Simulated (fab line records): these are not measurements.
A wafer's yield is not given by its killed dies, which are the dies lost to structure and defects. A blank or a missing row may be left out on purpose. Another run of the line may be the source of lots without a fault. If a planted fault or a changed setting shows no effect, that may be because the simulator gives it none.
Problem report in the 8D (eight disciplines) form, filled by code | flow sky130 | the parts of the form that need people (team, actions taken, sign-off) are left out

1. THE ISSUE
doseIonsCm2 at SKY_LDD_N_IMPLANT_14 reads a mean of 7e+12 on 6 wafers of 2 lots; wafers without a fault read 5e+12 with a standard deviation of 5.1e+09. That is +99 or more standard deviations from the usual mean.
The first sign was on wafer L545.4 at day 22 15:46, on implanter-02. The record holds 39 wafers of 13 lots with a number at this step. Rule for "out", or "out of limits": more than 4 standard deviations from the usual mean. The other wafers with a number count as sound.

2. WHAT THIS IS AND IS NOT
question                    | is                            | is not
which readings at this step | doseIonsCm2, faradayCurrentUA | -
which lots                  | L545, L547                    | L532, L533, L534, L535, L536, L537, L540, L551, L552, L553, L555
which wafers of those lots  | all that have a number        | -
read on which tools         | implanter-02                  | implanter-01, implanter-03
when                        | from day 22 15:46             | up to then (21 sound wafers); but 12 sound wafers of L551, L552, L553, L555 came after

3. THE SUSPECTS, EACH WITH WHAT RULES IT OUT
Counting: a tool at any process step up to the reading remains a suspect when it ran all the lots that are out and ran no sound lot after the first of those.
- implanter-02 at SKY_LDD_N_IMPLANT_14: ruled out as a lasting fault. The sound lots L552, L555 went through it after L545, its earliest lot that is out (day 22 15:46).
Left after counting: nothing in the record.

4. THE CAUSE (what the simulator had put in)
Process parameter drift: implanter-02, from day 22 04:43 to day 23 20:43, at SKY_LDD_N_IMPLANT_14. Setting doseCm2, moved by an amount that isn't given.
Counting ruled it out, wrongly.

5. THE CHAIN OF EFFECTS, in route order
Each row: a reading whose mean over the struck wafers that have a number lies more than 3 standard deviations from the usual. Only readings for which the record gives a usual standard deviation are gone through. hours: the time from each lot's start at the first step in this table that gives one to its start at this step, as a median over the lots. sigmas: the change in usual standard deviations.
hours | step                 | reading          | usual | on struck wafers | change | sigmas
0     | SKY_LDD_N_IMPLANT_14 | doseIonsCm2      | 5e+12 | 7e+12            | +2e+12 | +99 or more
0     | SKY_LDD_N_IMPLANT_14 | faradayCurrentUA | 28.1  | 40.6             | +12.5  | +21
It contains these process steps:
- SKY_LDD_N_IMPLANT_14

6. WHAT WOULD HAVE CAUGHT IT SOONER
The fault began at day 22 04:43; the first out-of-limits reading in this record came at day 22 15:46, 11 hours later.
